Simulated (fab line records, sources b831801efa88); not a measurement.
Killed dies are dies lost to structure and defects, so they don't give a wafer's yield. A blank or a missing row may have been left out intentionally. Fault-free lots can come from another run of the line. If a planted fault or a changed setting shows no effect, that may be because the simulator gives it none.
fab line records	flow sfq-line
record: lots: 14	wafers: 42	last-day: 91
route steps=325 shown M2@98 I2@113 I3@143 M4@149
lots untouched by any fault: they come from a run of this same line in which no faults occurred
start-h: hours from the record's opening day to when the first of the lot's shown wafers began	wait-h: hours since the lot's step before	" identical to the entry in the row above	L1.1+2: several wafers, shown together as one row	- no value present, or no start provided	* or withheld: withheld	< > ~ a bound
route shown NAME@n: a module of which the file shows steps, and the number in the route of the first	usual: mean/standard deviation of fault-free wafers	same: alike in all rows	chamber/n: place in a boat	sites: per-site readings	_std_site: the standard deviation of these	_edge_site: the outer-site mean with the inner-site mean subtracted	radius-mm: for every site, how far away it sits from the centre of the wafer	mask NAME#n: copy n	behind: tool/chamber where the wafer was last shaped	hold: cause of the lot's hold/its duration in hours/its outcome	device: the n, p or np transistor that did not switch	end of line: tests run on the same wafers once the route is complete	a step with no rows: only its recipe	killed: count of dies lost to structure and defects at first sort (not the wafer's yield)	map: dies across one wafer; x = killed, . = not, _ = none there
set.NAME: the setting that was run; set.NAME@STEP: the one run at that earlier step	model.NAME: the simulator's own value behind a step, which no gauge read
steps of the route over a sample of lots; a table a step, a row a wafer
services: when a tool's chamber went out of use (start-h, in hours from the record's first day, below 0 if earlier), for how many hours, and the reason
== steps ==
step: SFQ_M2_OVL_MEAS_916
usual: M2_OVL: -4/6.1
lot.wafer	tool	chamber	start-h	wait-h	M2_OVL[nm]
L160.4	overlay-01	-	788.35	0.1	0
L160.5	"	-	"	"	1
L160.6	"	-	"	"	1
L161.1	overlay-02	-	799.13	0.1	-12
L161.4	"	-	"	"	-10
L161.6	"	-	"	"	-9
L162.4	overlay-01	-	807.55	0.1	2
L162.5	"	-	"	"	-4
L162.6	"	-	"	"	1
L163.1	overlay-02	-	813.53	0.1	1
L163.2	"	-	"	"	-3
L163.4	"	-	"	"	-7
L164.3	overlay-02	-	835.27	0.1	0
L164.5	"	-	"	"	-4
L164.6	"	-	"	"	3
L165.1	overlay-01	-	841.26	0.1	0
L165.2	"	-	"	"	6
L165.3	"	-	"	"	-3
L174.1	overlay-02	-	916.43	0.1	1
L174.5	"	-	"	"	3
L174.6	"	-	"	"	6
L175.1	overlay-01	-	946.47	0.1	-3
L175.4	"	-	"	"	9
L175.5	"	-	"	"	1
L176.3	overlay-02	-	949.90	0.1	-3
L176.4	"	-	"	"	3
L176.5	"	-	"	"	-1
L179.1	overlay-02	-	1023.88	0.1	-1
L179.5	"	-	"	"	1
L179.6	"	-	"	"	-2
L180.1	overlay-01	-	1037.08	0.1	-12
L180.4	"	-	"	"	-8
L180.6	"	-	"	"	-3
L181.1	overlay-01	-	1047.88	0.1	-9
L181.5	"	-	"	"	-16
L181.6	"	-	"	"	-18
L182.2	overlay-01	-	1050.29	0.1	1
L182.4	"	-	"	"	6
L182.5	"	-	"	"	11
L183.2	overlay-02	-	1059.89	0.1	-10
L183.4	"	-	"	"	-2
L183.5	"	-	"	"	-6
step: SFQ_I2_OVL_MEAS_918
usual: I2_OVL: -2/5.1
lot.wafer	tool	chamber	start-h	wait-h	I2_OVL[nm]
L160.4	overlay-01	-	948.70	0.1	-7
L160.5	"	-	"	"	-5
L160.6	"	-	"	"	-8
L161.1	overlay-01	-	958.28	0.1	2
L161.4	"	-	"	"	6
L161.6	"	-	"	"	-4
L162.4	overlay-01	-	965.50	0.1	1
L162.5	"	-	"	"	-7
L162.6	"	-	"	"	-3
L163.1	overlay-01	-	970.28	0.1	1
L163.2	"	-	"	"	-3
L163.4	"	-	"	"	1
L164.3	overlay-01	-	989.50	0.1	-9
L164.5	"	-	"	"	-17
L164.6	"	-	"	"	-15
L165.1	overlay-02	-	995.48	0.1	3
L165.2	"	-	"	"	2
L165.3	"	-	"	"	0
L174.1	overlay-01	-	1079.08	0.1	1
L174.5	"	-	"	"	3
L174.6	"	-	"	"	1
L175.1	overlay-02	-	1106.81	0.1	-3
L175.4	"	-	"	"	-6
L175.5	"	-	"	"	-2
L176.3	overlay-01	-	1109.22	0.1	11
L176.4	"	-	"	"	8
L176.5	"	-	"	"	6
L179.1	overlay-02	-	1180.28	0.1	-5
L179.5	"	-	"	"	-7
L179.6	"	-	"	"	-4
L180.1	overlay-01	-	1194.90	0.1	1
L180.4	"	-	"	"	-11
L180.6	"	-	"	"	-2
L181.1	overlay-02	-	1204.50	0.1	0
L181.5	"	-	"	"	-8
L181.6	"	-	"	"	-4
L182.2	overlay-02	-	1206.91	0.1	2
L182.4	"	-	"	"	3
L182.5	"	-	"	"	7
L183.2	overlay-01	-	1215.31	0.1	2
L183.4	"	-	"	"	-10
L183.5	"	-	"	"	-3
step: SFQ_I3_OVL_MEAS_923
usual: I3_OVL: 0/5.7
lot.wafer	tool	chamber	start-h	wait-h	I3_OVL[nm]
L160.4	overlay-02	-	1100.13	0.1	6
L160.5	"	-	"	"	5
L160.6	"	-	"	"	1
L161.1	overlay-02	-	1111.03	0.1	2
L161.4	"	-	"	"	4
L161.6	"	-	"	"	5
L162.4	overlay-02	-	1120.47	0.1	-9
L162.5	"	-	"	"	-3
L162.6	"	-	"	"	-9
L163.1	overlay-02	-	1126.49	0.1	8
L163.2	"	-	"	"	11
L163.4	"	-	"	"	7
L164.3	overlay-01	-	1164.29	0.1	4
L164.5	"	-	"	"	2
L164.6	"	-	"	"	-3
L165.1	overlay-01	-	1165.48	0.1	1
L165.2	"	-	"	"	4
L165.3	"	-	"	"	-3
L174.1	overlay-02	-	1238.93	0.1	-1
L174.5	"	-	"	"	4
L174.6	"	-	"	"	-5
L175.1	overlay-02	-	1261.09	0.1	-4
L175.4	"	-	"	"	-9
L175.5	"	-	"	"	-6
L176.3	overlay-02	-	1264.71	0.1	1
L176.4	"	-	"	"	-2
L176.5	"	-	"	"	-2
L179.1	overlay-01	-	1337.67	0.1	-2
L179.5	"	-	"	"	-6
L179.6	"	-	"	"	-6
L180.1	overlay-01	-	1357.51	0.1	6
L180.4	"	-	"	"	2
L180.6	"	-	"	"	2
L181.1	overlay-02	-	1484.90	0.1	14
L181.5	"	-	"	"	13
L181.6	"	-	"	"	4
L182.2	overlay-02	-	1486.10	0.1	0
L182.4	"	-	"	"	1
L182.5	"	-	"	"	-6
L183.2	overlay-01	-	1489.70	0.1	1
L183.4	"	-	"	"	-1
L183.5	"	-	"	"	3
step: SFQ_TRILAYER_M4_DEP_SPUTTER_091
recipe: material: Nb	base-pressure-pa: 1.33e-06	chamber-pressure-pa: 0.1333	substrate-temp-c: 20	resputter-cathode-voltage-v: 400	target-thk-nm: 200	power-w: 2000	time-s: 133.3
usual: cathode-dc-power-W: 2000.0/0.37	throttle-valve-pct: 30.1/0.79
lot.wafer	tool	chamber	start-h	wait-h	cathode-dc-power-W	throttle-valve-pct
L160.4	pvd-sputter-06	-	1101.11	0.0	2000.3	30.0
L160.5	"	-	"	"	1999.3	30.0
L160.6	"	-	"	"	2000.0	30.0
L161.1	pvd-sputter-05	-	1112.03	0.0	2000.1	30.2
L161.4	"	-	"	"	2000.5	29.3
L161.6	"	-	"	"	2000.1	28.8
L162.4	pvd-sputter-06	-	1121.45	0.0	2000.2	30.4
L162.5	"	-	"	"	1999.5	30.2
L162.6	"	-	"	"	2000.0	29.2
L163.1	pvd-sputter-06	-	1127.49	0.0	1999.8	30.2
L163.2	"	-	"	"	1999.9	30.3
L163.4	"	-	"	"	2000.1	28.9
L164.3	pvd-sputter-06	-	1165.28	0.0	2000.4	30.4
L164.5	"	-	"	"	1999.6	29.1
L164.6	"	-	"	"	2000.6	30.1
L165.1	pvd-sputter-04	-	1166.47	0.0	2000.4	30.7
L165.2	"	-	"	"	1999.4	31.5
L165.3	"	-	"	"	2000.0	29.9
L174.1	pvd-sputter-04	-	1239.92	0.0	2000.2	31.2
L174.5	"	-	"	"	2000.4	31.6
L174.6	"	-	"	"	1999.6	32.0
L175.1	pvd-sputter-04	-	1262.26	0.0	1999.7	30.8
L175.4	"	-	"	"	2000.1	31.5
L175.5	"	-	"	"	1999.7	29.7
L176.3	pvd-sputter-05	-	1265.69	0.0	2000.3	30.1
L176.4	"	-	"	"	2000.1	30.0
L176.5	"	-	"	"	2000.0	30.1
L179.1	pvd-sputter-06	-	1338.66	0.0	1999.9	30.4
L179.5	"	-	"	"	1999.7	30.2
L179.6	"	-	"	"	1999.4	30.3
L180.1	pvd-sputter-05	-	1358.52	0.0	2000.5	29.2
L180.4	"	-	"	"	2000.3	29.6
L180.6	"	-	"	"	2000.0	30.1
L181.1	pvd-sputter-04	-	1485.89	0.0	2000.0	29.5
L181.5	"	-	"	"	1999.4	29.5
L181.6	"	-	"	"	1999.9	31.1
L182.2	pvd-sputter-06	-	1487.09	0.0	2000.4	30.2
L182.4	"	-	"	"	1999.9	30.6
L182.5	"	-	"	"	2000.6	30.2
L183.2	pvd-sputter-04	-	1490.69	0.0	2000.3	31.8
L183.4	"	-	"	"	2000.2	29.8
L183.5	"	-	"	"	2000.6	30.9
step: SFQ_M4_RS_MEAS_924
recipe: thk-meas-gauge: four-point-probe	reads: Nb_of_TRILAYER_M4_DEP_SPUTTER_091
usual: M4_NB_RS: 0.895/0.0088
lot.wafer	tool	chamber	start-h	wait-h	hold	M4_NB_RS[ohm/sq]
L160.4	film-metro-04	-	1101.26	0.1	-	0.890
L160.5	"	-	"	"	-	0.892
L160.6	"	-	"	"	-	0.901
L161.1	film-metro-04	-	1112.12	0.0	-	0.882
L161.4	"	-	"	"	-	0.889
L161.6	"	-	"	"	-	0.880
L162.4	film-metro-03	-	1121.60	0.1	-	0.889
L162.5	"	-	"	"	-	0.892
L162.6	"	-	"	"	-	0.890
L163.1	film-metro-04	-	1127.58	0.0	-	0.910
L163.2	"	-	"	"	-	0.914
L163.4	"	-	"	"	-	0.918
L164.3	film-metro-03	-	1165.42	0.1	-	0.893
L164.5	"	-	"	"	-	0.896
L164.6	"	-	"	"	-	0.897
L165.1	film-metro-01	-	1166.56	0.0	-	0.893
L165.2	"	-	"	"	-	0.891
L165.3	"	-	"	"	-	0.897
L174.1	film-metro-04	-	1240.01	0.0	await-dispo/0.2h/release	0.901
L174.5	"	-	"	"	await-dispo/0.2h/release	0.899
L174.6	"	-	"	"	await-dispo/0.2h/release	1.137
L174.1	film-metro-04	-	1240.30	0.3	-	0.900
L174.5	"	-	"	"	-	0.899
L174.6	"	-	"	"	-	1.139
L175.1	film-metro-03	-	1262.35	0.0	await-dispo/0.2h/release	0.898
L175.4	"	-	"	"	await-dispo/0.2h/release	1.128
L175.5	"	-	"	"	await-dispo/0.2h/release	0.893
L175.1	film-metro-03	-	1262.64	0.3	-	0.898
L175.4	"	-	"	"	-	1.126
L175.5	"	-	"	"	-	0.896
L176.3	film-metro-03	-	1265.82	0.1	-	0.889
L176.4	"	-	"	"	-	0.885
L176.5	"	-	"	"	-	0.883
L179.1	film-metro-04	-	1338.75	0.0	-	0.912
L179.5	"	-	"	"	-	0.912
L179.6	"	-	"	"	-	0.912
L180.1	film-metro-04	-	1358.61	0.0	-	0.891
L180.4	"	-	"	"	-	0.893
L180.6	"	-	"	"	-	0.897
L181.1	film-metro-04	-	1485.98	0.0	-	0.898
L181.5	"	-	"	"	-	0.904
L181.6	"	-	"	"	-	0.894
L182.2	film-metro-03	-	1487.20	0.1	-	0.888
L182.4	"	-	"	"	-	0.885
L182.5	"	-	"	"	-	0.886
L183.2	film-metro-04	-	1490.80	0.1	-	0.889
L183.4	"	-	"	"	-	0.890
L183.5	"	-	"	"	-	0.890
step: SFQ_TRILAYER_M4_ETCH_METAL_ETCH_096
recipe: target: Nb	stop-on: SiO2	mask-material: PR	chemistry: Cl2/Ar	target-depth-nm: 240	icp-w: 600	bias-w: 80	pressure-mtorr: 10	time-s: 120
usual: chamber-pressure-mTorr: 10.000/0.0098	drypump-motor-current-A: 6.0/0.45	oes-product-au: 0.891/0.0065
same: time-s: 120
lot.wafer	tool	chamber	start-h	wait-h	chamber-pressure-mTorr	drypump-motor-current-A	oes-product-au	rf-hours-counter-h
L160.4	rie-metal-04	0	1105.01	0.1	9.998	6.5	0.895	-
L160.5	"	0	"	"	10.000	6.5	0.892	-
L160.6	"	1	"	"	9.995	6.7	0.887	-
L161.1	rie-metal-03	1	1114.96	0.0	9.994	6.1	0.898	125
L161.4	"	1	"	"	10.000	6.1	0.898	-
L161.6	"	1	"	"	10.002	6.1	0.900	-
L162.4	rie-metal-03	1	1124.61	0.1	9.983	6.1	0.894	-
L162.5	"	1	"	"	9.985	6.1	0.888	-
L162.6	"	0	"	"	9.986	6.3	0.889	-
L163.1	rie-metal-01	0	1130.10	0.0	9.988	5.4	0.878	83
L163.2	"	1	"	"	10.009	5.6	0.881	12
L163.4	"	1	"	"	9.992	5.6	0.871	-
L164.3	rie-metal-03	0	1169.21	0.1	10.009	6.4	0.892	-
L164.5	"	0	"	"	9.997	6.4	0.894	-
L164.6	"	1	"	"	10.004	6.1	0.888	-
L165.1	rie-metal-01	1	1170.37	0.0	10.016	5.6	0.895	17
L165.2	"	0	"	"	10.005	5.4	0.901	89
L165.3	"	1	"	"	9.997	5.6	0.901	-
L174.1	rie-metal-03	1	1375.84	0.0	10.012	6.1	0.894	30
L174.5	"	1	"	"	9.997	6.1	0.886	-
L174.6	"	0	"	"	10.006	6.4	0.782	-
L175.1	rie-metal-03	0	1391.44	0.0	9.996	6.4	0.894	39
L175.4	"	1	"	"	9.988	6.1	0.777	-
L175.5	"	0	"	"	9.995	6.4	0.888	-
L176.3	rie-metal-03	0	1396.28	0.1	10.005	6.3	0.892	-
L176.4	"	1	"	"	9.993	6.0	0.898	-
L176.5	"	0	"	"	9.985	6.3	0.888	-
L179.1	rie-metal-03	1	1458.77	0.0	10.000	6.1	0.882	38
L179.5	"	0	"	"	9.998	6.4	0.875	-
L179.6	"	1	"	"	9.999	6.1	0.884	-
L180.1	rie-metal-01	0	1478.01	0.0	9.987	5.4	0.892	129
L180.4	"	1	"	"	10.004	5.6	0.898	-
L180.6	"	1	"	"	10.012	5.6	0.890	-
L181.1	rie-metal-04	0	1488.79	0.0	10.004	6.5	0.883	3
L181.5	"	1	"	"	10.002	6.7	0.887	-
L181.6	"	0	"	"	9.998	6.5	0.893	-
L182.2	rie-metal-01	1	1490.09	0.1	9.993	5.6	0.891	-
L182.4	"	1	"	"	10.006	5.6	0.899	-
L182.5	"	1	"	"	9.996	5.6	0.894	-
L183.2	rie-metal-03	0	1494.39	0.0	9.993	6.4	0.888	52
L183.4	"	1	"	"	9.998	6.1	0.898	-
L183.5	"	0	"	"	10.016	6.4	0.904	-
== services ==
tool	chamber	start-h	hours	kind
pvd-sputter-06	-	1078.17	2.8	repair
pvd-sputter-06	-	1078.82	2.2	repair
pvd-sputter-05	-	1094.63	5.5	repair
rie-metal-01	-	1163.95	0.2	repair
pvd-sputter-05	-	1169.74	3.4	repair
rie-metal-03	-	1184.62	0.5	repair
pvd-sputter-04	-	1186.84	2.6	repair
pvd-sputter-05	-	1191.68	16.7	repair
pvd-sputter-06	-	1226.30	7.5	repair
rie-metal-04	-	1228.26	9.1	repair
rie-metal-03	-	1240.86	2.8	pm
rie-metal-04	1	1242.20	11.4	repair
pvd-sputter-06	-	1246.08	4.5	repair
pvd-sputter-06	-	1258.48	2.2	repair
pvd-sputter-05	-	1282.59	19.4	repair
pvd-sputter-06	-	1324.96	0.8	repair
rie-metal-01	-	1347.60	2.8	pm
pvd-sputter-06	-	1359.11	1.5	repair
pvd-sputter-06	-	1388.83	1.0	repair
pvd-sputter-06	-	1409.50	4.4	repair
pvd-sputter-04	-	1424.35	2.6	repair
rie-metal-04	-	1431.61	0.4	repair
rie-metal-03	1	1434.59	7.9	repair
pvd-sputter-04	-	1442.35	2.9	repair
== key ==
first-sign: step: SFQ_M4_RS_MEAS_924	reading: visit	direction: added
effect: step: SFQ_M4_RS_MEAS_924	reading: M4_NB_RS	direction: up	sigmas: 27	usual: 0.895	struck: 1.133
effect: step: SFQ_TRILAYER_M4_ETCH_METAL_ETCH_096	reading: oes-product-au	direction: down	sigmas: 17	usual: 0.891	struck: 0.779
met-at SFQ_TRILAYER_M4_DEP_SPUTTER_091
struck-lots L174,L175
struck-wafers L174.6,L175.4
not-acting-at SFQ_M2_OVL_MEAS_916,SFQ_I2_OVL_MEAS_918,SFQ_I3_OVL_MEAS_923
onset-between 1166.47 1239.92
fault: kind: process-parameter-drift	tool: pvd-sputter-04	chamber: -	onset-h: 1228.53	steps: SFQ_TRILAYER_M4_DEP_SPUTTER_091	channel: time-s	offset: *	shape: step	end-h: 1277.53	scope: struck-wafers-only	acts-in: *	stated: *
